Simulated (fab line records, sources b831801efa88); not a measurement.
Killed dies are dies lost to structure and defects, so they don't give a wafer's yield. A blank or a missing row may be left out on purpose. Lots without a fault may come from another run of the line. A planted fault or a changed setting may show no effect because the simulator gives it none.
fab line records | flow gf180mcu
record lots=15 wafers=45 last_day=35
route steps=602 shown STI@1 LVPWELL@64 MVSD@73 DUAL_GATE@152
lots that met no fault: from a run of the same line without faults
start_h: hours from the record's first day to the start of the lot's first wafer shown | wait_h: hours since the lot's step before | " the same as in the row above | L1.1+2: a row that stands for several wafers | - no value, or no start given | * or withheld: withheld | < > ~ a bound
route shown NAME@n: a module of which the file shows steps, and the number in the route of the first | usual: mean/standard deviation of fault-free wafers | same: alike in all rows | chamber/n: place in a boat | sites: the reading at each site | _std_site: their standard deviation | _edge_site: outer sites' mean less inner sites' | radius_mm: how far each site lies from the wafer's centre | mask NAME#n: copy n | behind: the tool/chamber that last shaped the wafer | hold: why the lot was held/for how many hours/how that ended | device: the transistor (n, p or np) that didn't switch | end of line: the same wafers' tests at the end of the route | a step without rows: its recipe alone | killed: dies lost to structure and defects at the first sort, not the wafer's yield | map: a wafer's dies, x killed, . not, _ none there
set.NAME: the setting as run; set.NAME@STEP: as run at that earlier step | model.NAME: the simulator's own value behind a step, which no gauge read
steps of the route over a sample of lots; a table a step, a row a wafer
services: from which hour (start_h, from the record's first day; less than 0 if before it) a tool's chamber was out of use, for how many hours, and why
## steps
# step GF_STI_BOW_MEAS_00
# recipe mode=bow
# usual INCOMING_BOW=0/6
# columns lot.wafer tool chamber start_h wait_h INCOMING_BOW[um]
L183.3 film_metro-02 - 10.04 - 4
L183.4 " - " " 0
L183.6 " - " " 9
L184.2 film_metro-02 - 15.02 - 8
L184.3 " - " " 1
L184.5 " - " " -4
L185.2 film_metro-03 - 20.02 - -5
L185.4 " - " " 3
L185.5 " - " " -5
L186.2 film_metro-03 - 25.02 - 6
L186.4 " - " " 1
L186.5 " - " " -2
L187.1 film_metro-01 - 30.00 - -2
L187.5 " - " " -3
L187.6 " - " " 3
L189.2 film_metro-02 - 40.02 - 2
L189.3 " - " " -5
L189.4 " - " " 3
L190.1 film_metro-02 - 45.00 - 1
L190.2 " - " " -5
L190.6 " - " " 5
L191.1 film_metro-01 - 50.00 - 5
L191.5 " - " " -4
L191.6 " - " " -4
L192.1 film_metro-01 - 55.00 - 5
L192.4 " - " " -11
L192.6 " - " " -12
L194.1 film_metro-02 - 65.00 - 13
L194.2 " - " " 2
L194.4 " - " " 2
L202.2 film_metro-03 - 105.02 - 2
L202.4 " - " " 1
L202.5 " - " " -3
L203.1 film_metro-02 - 110.00 - -8
L203.2 " - " " 7
L203.3 " - " " 14
L204.2 film_metro-01 - 115.02 - -9
L204.4 " - " " -4
L204.6 " - " " -5
L205.1 film_metro-01 - 120.00 - -5
L205.4 " - " " 5
L205.6 " - " " 3
L206.4 film_metro-03 - 125.06 - 2
L206.5 " - " " -3
L206.6 " - " " 3
# step GF_LVPWELL_STRIP_10
# recipe chemistry=O2/N2 power_w=1400 pressure_mtorr=1537 platen_temp_c=250 o2_flow_sccm=3000 n2_flow_sccm=300 overash_fraction=0.5
# usual chamber_pressure_mTorr=1537.1/1.4 drypump_motor_current_A=5.8/0.35 heater_power_w=345/22 oes_product_au=0.726/0.0043 strip_time_to_endpoint_s=36.75/0.11
# columns lot.wafer tool chamber start_h wait_h chamber_pressure_mTorr drypump_motor_current_A heater_power_w oes_product_au rf_hours_counter_h strip_time_to_endpoint_s
L183.3 plasma_asher-02 1 70.92 0.1 1538.1 5.8 338 0.727 - 36.68
L183.4 " 0 " " 1536.3 5.7 335 0.722 - 36.66
L183.6 " 0 " " 1535.9 5.7 338 0.726 - 36.60
L184.2 plasma_asher-01 1 76.11 0.1 1539.1 6.5 304 0.728 40 36.76
L184.3 " 0 " " 1534.8 5.2 345 0.727 - 36.88
L184.5 " 1 " " 1538.8 6.5 301 0.725 - 36.78
L185.2 plasma_asher-01 0 82.39 0.1 1537.5 5.2 336 0.729 41 36.72
L185.4 " 1 " " 1536.9 6.5 300 0.731 - 36.65
L185.5 " 1 " " 1536.1 6.5 306 0.727 - 36.61
L186.2 plasma_asher-04 0 87.91 0.1 1537.6 6.0 358 0.725 27 36.53
L186.4 " 1 " " 1538.1 5.8 382 0.730 - 36.59
L186.5 " 1 " " 1538.5 5.8 394 0.735 - 36.59
L187.1 plasma_asher-02 1 92.11 0.1 1539.6 5.8 348 0.728 44 36.47
L187.5 " 1 " " 1537.5 5.8 337 0.727 - 36.74
L187.6 " 0 " " 1536.6 5.7 327 0.728 - 36.51
L189.2 plasma_asher-04 0 106.31 0.1 - - - - - -
L189.3 " 1 " " - - - - - -
L189.4 " 0 " " - - - - - -
L190.1 plasma_asher-01 0 110.71 0.1 - - - - - -
L190.2 " 1 " " - - - - - -
L190.6 " 0 " " - - - - - -
L191.1 plasma_asher-04 1 115.99 0.1 - - - - - -
L191.5 " 0 " " - - - - - -
L191.6 " 1 " " - - - - - -
L192.1 plasma_asher-02 0 121.93 0.1 1536.7 5.7 332 0.730 0 36.80
L192.4 " 0 " " 1536.1 5.7 335 0.726 - 36.72
L192.6 " 1 " " 1536.1 5.7 344 0.729 - 36.85
L194.1 plasma_asher-04 1 131.28 0.1 1537.0 5.8 385 0.734 32 36.88
L194.2 " 0 " " 1536.9 6.0 345 0.729 32 36.83
L194.4 " 0 " " 1534.6 6.0 344 0.728 - 36.90
L202.2 plasma_asher-04 1 181.29 0.1 1538.3 5.8 371 0.730 36 36.80
L202.4 " 1 " " 1536.4 5.8 387 0.731 - 36.79
L202.5 " 1 " " 1537.5 5.8 390 0.720 - 36.77
L203.1 plasma_asher-02 0 186.28 0.1 1537.2 5.7 341 0.735 7 36.84
L203.2 " 1 " " 1536.9 5.7 350 0.722 7 36.93
L203.3 " 0 " " 1538.7 5.7 335 0.726 - 36.78
L204.2 plasma_asher-01 1 194.44 0.1 1539.3 6.5 316 0.726 53 36.74
L204.4 " 0 " " 1537.0 5.2 337 0.726 - 36.72
L204.6 " 1 " " 1539.4 6.6 307 0.729 - 36.73
L205.1 plasma_asher-01 1 198.45 0.1 1537.8 6.5 309 0.728 53 36.81
L205.4 " 1 " " 1536.5 6.5 305 0.725 - 36.83
L205.6 " 0 " " 1536.9 5.2 327 0.717 - 36.75
L206.4 plasma_asher-04 1 204.84 0.1 1539.4 5.8 379 0.715 - 36.65
L206.5 " 0 " " 1535.1 6.0 351 0.726 - 36.68
L206.6 " 1 " " 1536.2 5.8 384 0.726 - 36.69
# step GF_MVSD_OVL_MEAS_07
# usual MVSD_OVL=0.7/1.2
# columns lot.wafer tool chamber start_h wait_h MVSD_OVL[nm]
L183.3 overlay-01 - 85.18 - 1.0
L183.4 " - " " 0.5
L183.6 " - " " 2.5
L184.2 overlay-02 - 90.06 - 2.4
L184.3 " - " " 3.7
L184.5 " - " " 3.2
L185.2 overlay-02 - 96.74 - 1.3
L185.4 " - " " 1.0
L185.5 " - " " 2.1
L186.2 overlay-02 - 102.14 - -0.2
L186.4 " - " " 1.1
L186.5 " - " " 1.4
L187.1 overlay-02 - 107.27 - 0.6
L187.5 " - " " 1.6
L187.6 " - " " 0.0
L189.2 overlay-02 - 120.93 - -0.1
L189.3 " - " " 2.7
L189.4 " - " " 0.1
L190.1 overlay-01 - 124.34 - 1.6
L190.2 " - " " 0.4
L190.6 " - " " 1.8
L191.1 overlay-02 - 130.67 - -0.5
L191.5 " - " " -1.0
L191.6 " - " " 0.2
L192.1 overlay-01 - 137.97 - 0.7
L192.4 " - " " 2.1
L192.6 " - " " 1.1
L194.1 overlay-01 - 147.37 - 0.9
L194.2 " - " " -0.5
L194.4 " - " " -0.8
L202.2 overlay-01 - 198.49 - 0.4
L202.4 " - " " -1.1
L202.5 " - " " 1.5
L203.1 overlay-01 - 203.85 - 0.6
L203.2 " - " " 0.6
L203.3 " - " " 1.1
L204.2 overlay-01 - 211.67 - 0.0
L204.4 " - " " -1.6
L204.6 " - " " 1.8
L205.1 overlay-02 - 216.29 - 0.8
L205.4 " - " " 1.5
L205.6 " - " " 0.5
L206.4 overlay-01 - 221.44 - 0.4
L206.5 " - " " 1.4
L206.6 " - " " 0.8
# step GF_MVSD_STRIP_10
# recipe chemistry=O2/N2 power_w=1400 pressure_mtorr=1500 platen_temp_c=250 o2_flow_sccm=3000 n2_flow_sccm=300 overash_fraction=0.5
# usual chamber_pressure_mTorr=1499.9/1.5 drypump_motor_current_A=5.7/0.43 heater_power_w=316/23 oes_product_au=0.723/0.0045 strip_time_to_endpoint_s=37.01/0.098
# columns lot.wafer tool chamber start_h wait_h chamber_pressure_mTorr drypump_motor_current_A heater_power_w oes_product_au rf_hours_counter_h strip_time_to_endpoint_s
L183.3 plasma_asher-03 0 85.54 0.1 1500.3 5.6 286 0.724 - 37.03
L183.4 " 1 " " 1499.7 5.7 293 0.724 - 36.90
L183.6 " 0 " " 1502.0 5.6 276 0.720 - 37.03
L184.2 plasma_asher-02 1 90.39 0.1 1497.5 5.8 353 0.722 44 36.98
L184.3 " 0 " " 1497.2 5.7 331 0.722 - 36.95
L184.5 " 0 " " 1502.3 5.7 330 0.727 - 37.11
L185.2 plasma_asher-03 0 97.07 0.1 1499.8 5.6 274 0.720 45 37.06
L185.4 " 0 " " 1499.7 5.6 281 0.727 - 37.00
L185.5 " 0 " " 1499.4 5.6 281 0.720 - 37.06
L186.2 plasma_asher-02 0 102.47 0.1 1501.2 5.7 320 0.722 45 37.07
L186.4 " 0 " " 1499.2 5.7 332 0.719 - 36.83
L186.5 " 0 " " 1501.6 5.7 333 0.727 - 37.00
L187.1 plasma_asher-01 1 107.61 0.1 1499.9 6.5 311 0.721 43 37.03
L187.5 " 0 " " 1499.8 5.2 334 0.717 - 37.04
L187.6 " 1 " " 1497.4 6.5 302 0.724 - 36.99
L189.2 plasma_asher-02 0 121.26 0.1 1501.5 5.8 341 0.732 0 81.43
L189.3 " 1 " " 1500.9 5.8 342 0.740 - 81.24
L189.4 " 0 " " 1501.4 5.7 330 0.749 - 81.28
L190.1 plasma_asher-03 0 124.67 0.1 1500.1 5.6 276 0.746 49 81.45
L190.2 " 1 " " 1500.4 5.7 306 0.740 49 81.36
L190.6 " 0 " " 1499.5 5.6 280 0.741 - 81.33
L191.1 plasma_asher-01 1 131.01 0.1 1501.4 6.5 308 0.740 46 81.63
L191.5 " 1 " " 1499.1 6.5 304 0.744 - 81.37
L191.6 " 0 " " 1502.4 5.1 343 0.749 - 81.86
L192.1 plasma_asher-01 1 138.31 0.1 1500.4 6.5 302 0.707 47 36.95
L192.4 " 1 " " 1499.5 6.6 299 0.721 - 36.93
L192.6 " 1 " " 1500.4 6.5 297 0.715 - 36.94
L194.1 plasma_asher-02 1 147.71 0.1 1500.3 5.8 342 0.727 3 36.99
L194.2 " 0 " " 1498.8 5.7 332 0.727 3 37.11
L194.4 " 1 " " 1500.6 5.8 344 0.728 - 37.09
L202.2 plasma_asher-02 1 198.82 0.1 1500.2 5.8 345 0.733 8 36.93
L202.4 " 1 " " 1498.0 5.8 341 0.721 - 36.95
L202.5 " 1 " " 1501.2 5.8 343 0.717 - 37.01
L203.1 plasma_asher-02 0 204.18 0.1 1500.8 5.7 329 0.724 9 37.05
L203.2 " 1 " " 1500.1 5.8 347 0.723 9 37.01
L203.3 " 0 " " 1499.1 5.7 334 0.724 - 36.99
L204.2 plasma_asher-01 1 212.00 0.1 1497.5 6.5 305 0.729 54 37.01
L204.4 " 0 " " 1499.8 5.1 339 0.726 - 37.08
L204.6 " 1 " " 1500.5 6.6 307 0.725 - 36.97
L205.1 plasma_asher-01 1 216.62 0.1 1500.1 6.5 302 0.725 55 37.02
L205.4 " 1 " " 1499.5 6.5 309 0.721 - 37.10
L205.6 " 1 " " 1500.7 6.5 304 0.719 - 37.00
L206.4 plasma_asher-03 1 221.79 0.1 1501.1 5.7 298 0.730 - 37.15
L206.5 " 0 " " 1499.6 5.6 282 0.718 - 37.15
L206.6 " 1 " " 1501.5 5.7 290 0.725 - 37.25
# step GF_MVSD_TW_MEAS_11
# usual MVSD_TW=1572/9
# columns lot.wafer tool chamber start_h wait_h MVSD_TW
L183.3 film_metro-04 - 85.63 0.1 1571
L183.4 " - " " 1578
L183.6 " - " " 1566
L184.2 film_metro-01 - 90.50 0.1 1590
L184.3 " - " " 1585
L184.5 " - " " 1579
L185.2 film_metro-02 - 97.18 0.1 1555
L185.4 " - " " 1558
L185.5 " - " " 1554
L186.2 film_metro-01 - 102.58 0.1 1567
L186.4 " - " " 1567
L186.5 " - " " 1576
L187.1 film_metro-02 - 107.71 0.1 1557
L187.5 " - " " 1559
L187.6 " - " " 1563
L189.2 film_metro-04 - 121.37 0.1 30
L189.3 " - " " 30
L189.4 " - " " 30
L190.1 film_metro-01 - 124.77 0.1 30
L190.2 " - " " 30
L190.6 " - " " 30
L191.1 film_metro-02 - 131.11 0.1 30
L191.5 " - " " 30
L191.6 " - " " 30
L192.1 film_metro-02 - 138.41 0.1 1569
L192.4 " - " " 1563
L192.6 " - " " 1569
L194.1 film_metro-02 - 147.81 0.1 1579
L194.2 " - " " 1566
L194.4 " - " " 1572
L202.2 film_metro-01 - 198.93 0.1 1585
L202.4 " - " " 1581
L202.5 " - " " 1586
L203.1 film_metro-02 - 204.28 0.1 1570
L203.2 " - " " 1567
L203.3 " - " " 1574
L204.2 film_metro-04 - 212.11 0.1 1572
L204.4 " - " " 1572
L204.6 " - " " 1564
L205.1 film_metro-02 - 216.72 0.1 1577
L205.4 " - " " 1569
L205.6 " - " " 1580
L206.4 film_metro-01 - 221.88 0.1 1586
L206.5 " - " " 1585
L206.6 " - " " 1588
# step GF_DUAL_GATE_OVL_MEAS_11
# usual DUAL_GATE_OVL=-0.9/1.6
# columns lot.wafer tool chamber start_h wait_h DUAL_GATE_OVL[nm]
L183.3 overlay-02 - 182.38 0.1 -1.4
L183.4 " - " " -2.6
L183.6 " - " " -3.2
L184.2 overlay-01 - 189.46 0.1 -1.8
L184.3 " - " " -1.7
L184.5 " - " " -1.4
L185.2 overlay-01 - 193.16 0.1 -1.8
L185.4 " - " " -0.6
L185.5 " - " " -1.3
L186.2 overlay-02 - 201.30 0.1 0.5
L186.4 " - " " 0.7
L186.5 " - " " -0.7
L187.1 overlay-02 - 207.92 0.1 2.7
L187.5 " - " " 1.9
L187.6 " - " " 2.5
L189.2 overlay-02 - 228.15 0.1 -1.8
L189.3 " - " " 1.5
L189.4 " - " " -0.6
L191.1 overlay-01 - 235.25 0.1 0.1
L191.5 " - " " 2.9
L191.6 " - " " 1.7
L190.1 overlay-01 - 235.90 0.1 -1.1
L190.2 " - " " -1.8
L190.6 " - " " 0.5
L192.1 overlay-01 - 245.15 0.1 -0.9
L192.4 " - " " -1.0
L192.6 " - " " -2.6
L194.1 overlay-02 - 257.45 0.1 -0.5
L194.2 " - " " 0.4
L194.4 " - " " -0.9
L202.2 overlay-01 - 318.31 0.1 -1.4
L202.4 " - " " -3.9
L202.5 " - " " -3.0
L203.1 overlay-01 - 323.85 0.1 -2.7
L203.2 " - " " -2.3
L203.3 " - " " -2.5
L204.2 overlay-01 - 334.36 0.1 -1.3
L204.4 " - " " -1.1
L204.6 " - " " -1.3
L205.1 overlay-01 - 339.37 0.1 -3.3
L205.4 " - " " -3.0
L205.6 " - " " -1.9
L206.4 overlay-01 - 345.68 0.1 1.2
L206.5 " - " " 2.9
L206.6 " - " " -0.9
## services
# columns tool chamber start_h hours kind
plasma_asher-03 - 89.92 4.3 pm
plasma_asher-01 - 94.39 4.0 pm
plasma_asher-02 - 108.75 9.0 pm
plasma_asher-02 0 108.75 9.0 vent_cycle
plasma_asher-02 1 108.75 9.0 vent_cycle
plasma_asher-02 0 117.75 - clean
plasma_asher-02 1 117.75 - clean
plasma_asher-02 - 136.64 2.8 pm
plasma_asher-01 - 141.79 2.8 pm
plasma_asher-04 - 164.87 15.6 pm
## key
first_sign step=GF_LVPWELL_STRIP_10 reading=tool_record direction=missing
effect step=GF_MVSD_STRIP_10 reading=strip_time_to_endpoint_s direction=up sigmas=99+ usual=* struck=*
effect step=GF_MVSD_TW_MEAS_11 reading=MVSD_TW direction=down sigmas=99+ usual=1572 struck=30
met_at GF_LVPWELL_STRIP_10
struck_lots L189,L190,L191
sort_left_out L189.2,L189.3,L189.4,L190.1,L190.2,L190.6,L191.1,L191.5,L191.6
tester_left_out L189,L190,L191
not_acting_at GF_STI_BOW_MEAS_00,GF_MVSD_OVL_MEAS_07,GF_DUAL_GATE_OVL_MEAS_11
onset_between 87.91 106.31
fault kind=skipped_step_whole tool=plasma_asher-01,plasma_asher-04 chamber=- onset_h=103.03 steps=GF_LVPWELL_STRIP_10 scope=struck_lots_only
# tester_left_out: of these lots the tester's yield and bins aren't shown, on N5 and GAA mostly nor the transistor test; their killed dies are dies lost to structure and defects alone, not to doping, threshold or leakage, so they don't give the yield
# sort_left_out: the simulated sort isn't trusted on such a fault, so these wafers' sort isn't shown, and their yield isn't known
